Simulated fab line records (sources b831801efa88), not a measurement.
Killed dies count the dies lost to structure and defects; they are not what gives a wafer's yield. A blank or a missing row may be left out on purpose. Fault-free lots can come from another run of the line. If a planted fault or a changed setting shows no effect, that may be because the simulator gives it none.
fab line records	flow sky130
[record] lots = 13	wafers = 37	last_day = 51
route steps=708 shown FIELD_ISO@16 DNWELL@44 NWELL@66 PAD_OPEN@708
lots that met no fault: taken from a fault-free run of the same line
start_h: hours from the record's opening day to when the first of the lot's shown wafers began	wait_h: hours elapsed since this lot's preceding step	" same as the row above	L1.1+2: a single row standing in for several wafers	- either no value or no given start	* or withheld: withheld	< > ~ a bound
route shown NAME@n: a module of which the file shows steps, and the number in the route of the first	usual: mean/standard deviation taken from wafers without a fault	same: alike in all rows	chamber/n: place in a boat	sites: the reading at each site	_std_site: standard deviation of those values	_edge_site: outer sites' mean less inner sites'	radius_mm: for every site, how far away it sits from the centre of the wafer	mask NAME#n: copy n	behind: the last tool/chamber to shape the wafer	hold: what put the lot on hold/how long, in hours/how the hold closed	device: names the non-switching transistor (n, p or np)	end of line: the same wafers' tests at the end of the route	for a step that has no rows: nothing shown but its recipe	killed: dies that structure and defects cost at the first sort, which is not the same as the wafer's yield	map: shows each die of a wafer: x if killed, . if not, _ if none is there
set.NAME: the setting as run; set.NAME@STEP: as run at that earlier step	model.NAME: the simulator's own value behind a step, which no gauge read
a sample of lots followed through the steps of the route, with each step as a table and each wafer as a row
services: the hour from which a tool's chamber was out of use, counted from the record's first day as start_h (under 0 if before that day), plus the number of hours and why
[[steps]]
[step SKY_FIELD_ISO_ETCH_15]
[recipe] chemistry = CHF3/O2	target_depth_nm = 180	stop_on = Si	source_w = 600	bias_w = 200	pressure_mtorr = 40	chf3_flow_sccm = 50	O2_flow_sccm = 5	time_s = 72
[usual] drypump_motor_current_A = 5.5/0.47	oes_product_au = 0.948/0.0069	throttle_valve_pct = 8.844/0.01
lot.wafer	tool	chamber	start_h	wait_h	drypump_motor_current_A	oes_product_au	rf_hours_counter_h	throttle_valve_pct
L567.1	rie_diel-01	1	31.12	0.0	4.7	0.947	54	8.852
L567.3	"	3	"	"	5.4	0.949	117	8.837
L567.6	"	2	"	"	5.9	0.940	-	8.832
L568.2	rie_diel-02	2	34.38	0.0	5.7	0.938	5	8.850
L568.3	"	0	"	"	6.2	0.945	110	8.834
L568.4	"	3	"	"	6.3	0.942	81	8.834
L569.1	rie_diel-04	3	39.17	0.0	5.3	0.947	76	8.842
L569.3	"	0	"	"	5.8	0.950	40	8.840
L569.5	"	2	"	"	5.4	0.952	-	8.850
L571.2	rie_diel-01	0	50.22	0.0	5.6	0.952	157	8.844
L571.5	"	3	"	"	5.3	0.944	-	8.825
L571.6	"	2	"	"	5.9	0.957	-	8.845
L572.2	rie_diel-01	2	54.23	0.0	5.8	0.952	166	8.862
L572.5	"	0	"	"	5.6	0.946	-	8.844
L572.6	"	1	"	"	4.7	0.944	-	8.864
L577.1	rie_diel-01	1	82.42	0.0	4.6	0.947	55	8.830
L577.6	"	0	"	"	5.6	0.938	-	8.841
L580.1	rie_diel-02	0	95.58	0.0	6.2	0.943	111	8.833
L580.6	"	2	"	"	5.7	0.945	-	8.842
L583.1	rie_diel-02	1	111.48	0.0	5.6	0.946	2	8.830
L583.2	"	3	"	"	6.3	0.947	83	8.840
L583.6	"	2	"	"	5.7	0.940	-	8.845
L586.2	rie_diel-04	3	127.33	0.0	5.3	0.958	77	8.829
L586.4	"	2	"	"	5.4	0.954	3	8.833
L586.6	"	3	"	"	5.3	0.962	-	8.855
L587.1	rie_diel-04	1	133.03	0.0	4.9	0.949	122	8.850
L587.2	"	2	"	"	5.4	0.958	4	8.839
L587.6	"	0	"	"	5.8	0.958	-	8.843
L588.1	rie_diel-02	3	137.88	0.0	6.3	0.936	83	8.843
L588.4	"	2	"	"	5.7	0.939	7	8.846
L588.5	"	2	"	"	5.6	0.958	-	8.838
L589.1	rie_diel-04	2	143.78	0.0	5.4	0.940	4	8.842
L589.3	"	3	"	"	5.3	0.946	78	8.844
L589.6	"	3	"	"	5.3	0.949	-	8.846
L590.4	rie_diel-02	2	147.52	0.0	5.6	0.944	8	8.829
L590.5	"	3	"	"	6.3	0.954	-	8.834
L590.6	"	2	"	"	5.6	0.964	-	8.835
[step SKY_FIELD_ISO_STRIP_16]
[recipe] chemistry = O2/N2	power_w = 1400	pressure_mtorr = 1500	platen_temp_c = withheld	o2_flow_sccm = 3000	n2_flow_sccm = 300	overash_fraction = 0.5
[usual] drypump_motor_current_A = 5.18/0.17	oes_product_au = 0.378/0.0051	strip_time_to_endpoint_s = 3.55/0.032
lot.wafer	tool	chamber	start_h	wait_h	drypump_motor_current_A	oes_product_au	rf_hours_counter_h	strip_time_to_endpoint_s
L567.1	plasma_asher-04	1	31.18	0.0	5.18	0.381	33	3.57
L567.3	"	1	"	"	5.20	0.378	-	3.55
L567.6	"	1	"	"	5.17	0.377	-	3.51
L568.2	plasma_asher-04	0	34.44	0.0	4.93	0.388	34	3.58
L568.3	"	0	"	"	4.94	0.377	-	3.62
L568.4	"	1	"	"	5.17	0.372	-	3.56
L569.1	plasma_asher-04	0	39.23	0.0	4.92	0.375	34	3.55
L569.3	"	0	"	"	4.95	0.379	-	3.57
L569.5	"	1	"	"	5.20	0.373	-	3.55
L571.2	plasma_asher-03	0	50.28	0.0	5.39	0.383	36	3.53
L571.5	"	0	"	"	5.41	0.385	-	3.55
L571.6	"	1	"	"	5.18	0.375	-	3.49
L572.2	plasma_asher-02	1	54.29	0.0	5.39	0.382	25	3.51
L572.5	"	0	"	"	5.05	0.377	-	3.54
L572.6	"	1	"	"	5.40	0.378	-	3.57
L577.1	plasma_asher-04	1	82.48	0.0	5.18	0.385	39	3.58
L577.6	"	0	"	"	4.93	0.380	-	3.58
L580.1	plasma_asher-02	1	95.64	0.0	5.40	0.375	29	3.60
L580.6	"	0	"	"	5.08	0.381	-	3.60
L583.1	plasma_asher-02	0	111.54	0.0	5.10	0.379	30	3.51
L583.2	"	1	"	"	5.42	0.378	30	3.54
L583.6	"	1	"	"	5.41	0.383	-	3.58
L586.2	plasma_asher-03	1	127.39	0.0	5.20	0.374	43	3.55
L586.4	"	0	"	"	5.42	0.376	-	3.52
L586.6	"	0	"	"	5.40	0.378	-	3.56
L587.1	plasma_asher-04	1	133.09	0.0	5.19	0.375	44	3.54
L587.2	"	0	"	"	4.91	0.380	44	3.51
L587.6	"	1	"	"	5.21	0.381	-	3.57
L588.1	plasma_asher-04	1	137.94	0.0	5.19	0.377	44	3.50
L588.4	"	0	"	"	4.94	0.378	-	3.54
L588.5	"	1	"	"	5.19	0.379	-	3.56
L589.1	plasma_asher-03	1	143.84	0.0	5.18	0.375	45	3.49
L589.3	"	1	"	"	5.20	0.378	-	3.53
L589.6	"	0	"	"	5.39	0.372	-	3.53
L590.4	plasma_asher-02	0	147.61	0.1	5.10	0.376	-	3.57
L590.5	"	1	"	"	5.42	0.379	-	3.55
L590.6	"	0	"	"	5.11	0.379	-	3.58
[step SKY_DNWELL_TW_MEAS_09]
[usual] DNWELL_TW = 1116/7.8
lot.wafer	tool	chamber	start_h	wait_h	DNWELL_TW
L567.1	film_metro-03	-	53.71	0.1	1129
L567.3	"	-	"	"	1127
L567.6	"	-	"	"	1131
L568.2	film_metro-03	-	60.17	0.1	1121
L568.3	"	-	"	"	1121
L568.4	"	-	"	"	1124
L569.1	film_metro-04	-	63.32	0.1	1106
L569.3	"	-	"	"	1111
L569.5	"	-	"	"	1105
L571.2	film_metro-01	-	74.92	0.1	1106
L571.5	"	-	"	"	1110
L571.6	"	-	"	"	1106
L572.2	film_metro-04	-	77.62	0.1	1123
L572.5	"	-	"	"	1112
L572.6	"	-	"	"	1116
L577.1	film_metro-04	-	111.26	0.1	1110
L577.6	"	-	"	"	1116
L580.1	film_metro-03	-	123.21	0.1	1112
L580.6	"	-	"	"	1109
L583.1	film_metro-01	-	136.46	0.1	1113
L583.2	"	-	"	"	1112
L583.6	"	-	"	"	1109
L586.2	film_metro-01	-	157.97	0.1	1118
L586.4	"	-	"	"	1113
L586.6	"	-	"	"	1120
L587.1	film_metro-04	-	171.91	0.1	1105
L587.2	"	-	"	"	1109
L587.6	"	-	"	"	1105
L589.1	film_metro-03	-	175.86	0.1	1129
L589.3	"	-	"	"	1121
L589.6	"	-	"	"	1127
L588.1	film_metro-01	-	176.32	0.1	1120
L588.4	"	-	"	"	1116
L588.5	"	-	"	"	1114
L590.4	film_metro-01	-	183.29	0.1	1123
L590.5	"	-	"	"	1118
L590.6	"	-	"	"	1119
[step SKY_NWELL_IMPLANT_13]
[recipe] species = P	energy_kev = 50	dose_cm2 = 7e+11	tilt_deg = withheld
[usual] beam_on_s = 10.01/0.2	faraday_current_uA = 3.95/0.078
lot.wafer	tool	chamber	start_h	wait_h	beam_on_s	faraday_current_uA
L567.1	implanter-03	0	85.80	0.1	9.80	4.03
L567.3	"	0	"	"	10.05	3.91
L567.6	"	0	"	"	9.84	4.02
L568.2	implanter-02	0	91.52	0.1	9.68	4.08
L568.3	"	0	"	"	10.15	3.90
L568.4	"	0	"	"	9.54	4.12
L569.1	implanter-04	0	96.65	0.1	10.38	3.80
L569.3	"	0	"	"	9.89	4.01
L569.5	"	0	"	"	10.10	3.91
L571.2	implanter-02	0	108.33	0.1	10.21	3.89
L571.5	"	0	"	"	9.83	4.04
L571.6	"	0	"	"	9.97	3.96
L572.2	implanter-02	0	112.07	0.1	10.04	3.94
L572.5	"	0	"	"	10.02	3.92
L572.6	"	0	"	"	10.23	3.85
L577.1	implanter-02	0	148.55	0.1	11.46	3.45
L577.6	"	0	"	"	10.29	3.84
L580.1	implanter-02	0	160.30	0.1	11.37	3.47
L580.6	"	0	"	"	9.88	3.99
L583.1	implanter-03	0	174.60	0.1	9.86	4.02
L583.2	"	0	"	"	9.96	3.98
L583.6	"	0	"	"	10.19	3.90
L586.2	implanter-03	0	198.48	0.1	9.92	3.98
L586.4	"	0	"	"	10.14	3.88
L586.6	"	0	"	"	9.68	4.09
L587.1	implanter-03	0	214.80	0.1	10.08	3.93
L587.2	"	0	"	"	10.10	3.90
L587.6	"	0	"	"	9.92	3.96
L589.1	implanter-04	0	219.30	0.1	9.85	4.02
L589.3	"	0	"	"	10.08	3.93
L589.6	"	0	"	"	9.98	3.95
L588.1	implanter-02	0	219.65	0.1	10.21	3.88
L588.4	"	0	"	"	10.03	3.92
L588.5	"	0	"	"	9.93	3.98
L590.4	implanter-04	0	227.57	0.1	10.31	3.83
L590.5	"	0	"	"	9.91	3.99
L590.6	"	0	"	"	10.12	3.92
[step SKY_PAD_OPEN_PROBE_99]
[usual] killed_at_M0_to_M3 = 43/6	killed_at_M4_up = 3.2/1.9	killed_at_contacts = 25/5.4	killed_at_front_end = 15/4.5	killed_at_other = 0.3/0.59	killed_dies = 87/8.7	killed_open = 47/6.7	killed_short = 39/5.7
[same] gross_dies = 492	killed_at_back_side = 0
lot.wafer	tool	chamber	start_h	wait_h	killed_at_M0_to_M3	killed_at_M4_up	killed_at_contacts	killed_at_front_end	killed_at_other	killed_dies	killed_open	killed_short
L577.1	prober-01	-	1159.23	0.1	36	2	36	10	1	85	50	35
L577.6	prober-01	-	1159.48	0.2	42	4	21	13	0	80	46	34
L580.1	prober-02	-	1161.49	0.1	49	2	25	14	0	90	44	45
L580.6	prober-02	-	1161.74	0.2	40	5	23	10	3	81	47	34
L587.1	prober-01	-	1208.59	0.1	38	1	28	18	1	86	46	40
L587.2	prober-01	-	1208.64	0.1	34	1	34	12	0	81	47	34
L587.6	prober-01	-	1208.84	0.2	44	1	31	9	0	85	49	36
L590.4	prober-02	-	1213.59	0.2	41	3	18	17	0	79	42	37
L590.5	prober-02	-	1213.64	0.2	41	3	30	16	0	90	42	48
L590.6	prober-02	-	1213.69	0.2	65	2	28	11	0	106	64	42
// killed by level:class
L577.1 LI_CONTACT:geometric_particle:open=13 CONTACT:geometric_particle:open=8 VIA1:geometric_particle:open=7 LOCAL_INTERCONNECT:geometric_particle:short=6 CONTACT:geometric_particle:short=6 METAL1:geometric_particle:short=6 VIA3:geometric_particle:open=6 VIA2:geometric_particle:open=5
L577.6 VIA1:geometric_particle:open=11 VIA3:geometric_particle:open=8 CONTACT:geometric_particle:short=6 CONTACT:geometric_particle:open=5 METAL1:geometric_particle:short=5 LI_CONTACT:geometric_particle:open=4 LOCAL_INTERCONNECT:geometric_particle:short=4 VIA1:geometric_particle:short=4
L580.1 CONTACT:geometric_particle:open=12 VIA1:geometric_particle:open=10 METAL2:geometric_particle:short=7 VIA2:geometric_particle:short=7 VIA3:geometric_particle:open=6 VIA1:geometric_particle:short=4 FIELD_ISO:geometric_particle:short=4 POLY_GATE:geometric_particle:open=4
L580.6 CONTACT:geometric_particle:open=12 METAL2:geometric_particle:short=11 VIA1:geometric_particle:open=7 LI_CONTACT:geometric_particle:open=6 VIA3:geometric_particle:open=5 METAL1:geometric_particle:open=4 VIA1:geometric_particle:short=3 VIA2:geometric_particle:open=3
L587.1 VIA1:geometric_particle:open=13 CONTACT:geometric_particle:open=10 POLY_GATE:geometric_particle:short=9 LOCAL_INTERCONNECT:geometric_particle:short=6 LI_CONTACT:geometric_particle:open=5 VIA3:geometric_particle:open=5 CONTACT:geometric_particle:short=4 VIA1:geometric_particle:short=3
L587.2 CONTACT:geometric_particle:open=14 VIA2:geometric_particle:open=8 LI_CONTACT:geometric_particle:open=7 VIA3:geometric_particle:open=7 LOCAL_INTERCONNECT:geometric_particle:short=7 POLY_GATE:geometric_particle:short=5 VIA1:geometric_particle:short=5 VIA3:geometric_particle:short=4
L587.6 CONTACT:geometric_particle:open=11 VIA3:geometric_particle:open=8 LI_CONTACT:geometric_particle:open=7 CONTACT:geometric_particle:short=7 VIA2:geometric_particle:open=7 VIA1:geometric_particle:open=6 VIA3:geometric_particle:short=6 LOCAL_INTERCONNECT:geometric_particle:short=5
L590.4 VIA1:geometric_particle:open=11 CONTACT:geometric_particle:open=7 METAL1:geometric_particle:short=6 VIA2:geometric_particle:open=6 POLY_GATE:geometric_particle:short=5 CONTACT:geometric_particle:short=5 VIA3:geometric_particle:open=4 VIA1:geometric_particle:short=4
L590.5 CONTACT:geometric_particle:short=11 CONTACT:geometric_particle:open=9 FIELD_ISO:geometric_particle:short=8 VIA1:geometric_particle:open=8 LI_CONTACT:geometric_particle:open=7 METAL2:geometric_particle:short=7 VIA2:geometric_particle:open=5 METAL1:geometric_particle:short=4
L590.6 VIA1:geometric_particle:open=17 METAL2:geometric_particle:short=12 CONTACT:geometric_particle:open=10 LI_CONTACT:geometric_particle:open=8 VIA3:geometric_particle:open=8 VIA2:geometric_particle:short=6 METAL1:geometric_particle:short=5 LOCAL_INTERCONNECT:geometric_particle:short=4
[[services]]
tool	chamber	start_h	hours	kind
rie_diel-02	1	20.87	9.5	repair
plasma_asher-03	-	50.73	7.7	repair
implanter-04	-	52.20	4.8	repair
implanter-04	-	57.02	3.9	pm
implanter-04	-	60.18	1.4	repair
rie_diel-02	0	84.42	7.7	repair
rie_diel-01	-	88.71	2.8	pm
rie_diel-01	2	92.47	-	clean
rie_diel-01	2	92.47	18.5	scheduled_down
rie_diel-01	2	92.47	18.5	vent_cycle
implanter-02	-	104.91	2.0	repair
plasma_asher-04	-	105.34	0.3	repair
implanter-02	-	117.67	3.9	repair
plasma_asher-04	-	126.24	2.8	pm
rie_diel-01	0	133.44	-	clean
rie_diel-01	0	133.44	16.9	scheduled_down
rie_diel-01	0	133.44	16.9	vent_cycle
rie_diel-04	2	191.09	14.5	repair
implanter-03	-	202.67	0.8	repair
rie_diel-02	2	205.48	1.4	repair
rie_diel-01	2	219.26	3.0	repair
implanter-04	-	220.33	2.2	repair
[[key]]
[first_sign] step = SKY_NWELL_IMPLANT_13	reading = beam_on_s	direction = up	sigmas = 7	usual = 10.01	struck = 11.42
[effect] step = SKY_NWELL_IMPLANT_13	reading = faraday_current_uA	direction = down	sigmas = 6.2	usual = 3.95	struck = 3.46
met_at SKY_NWELL_IMPLANT_13
struck_lots L577,L580
struck_wafers L577.1,L580.1
tester_left_out L577,L580
not_acting_at SKY_FIELD_ISO_ETCH_15,SKY_FIELD_ISO_STRIP_16,SKY_DNWELL_TW_MEAS_09
onset_between 112.07 148.55
[fault] kind = process_parameter_drift	tool = implanter-02	chamber = -	onset_h = 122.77	steps = SKY_NWELL_IMPLANT_13	channel = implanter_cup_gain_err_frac	offset = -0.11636	shape = step	end_h = 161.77	scope = struck_wafers_only
// tester_left_out: of these lots the tester's yield and bins aren't shown, on N5 and GAA mostly nor the transistor test; their killed dies are dies lost to structure and defects alone, not to doping, threshold or leakage, so they don't give the yield
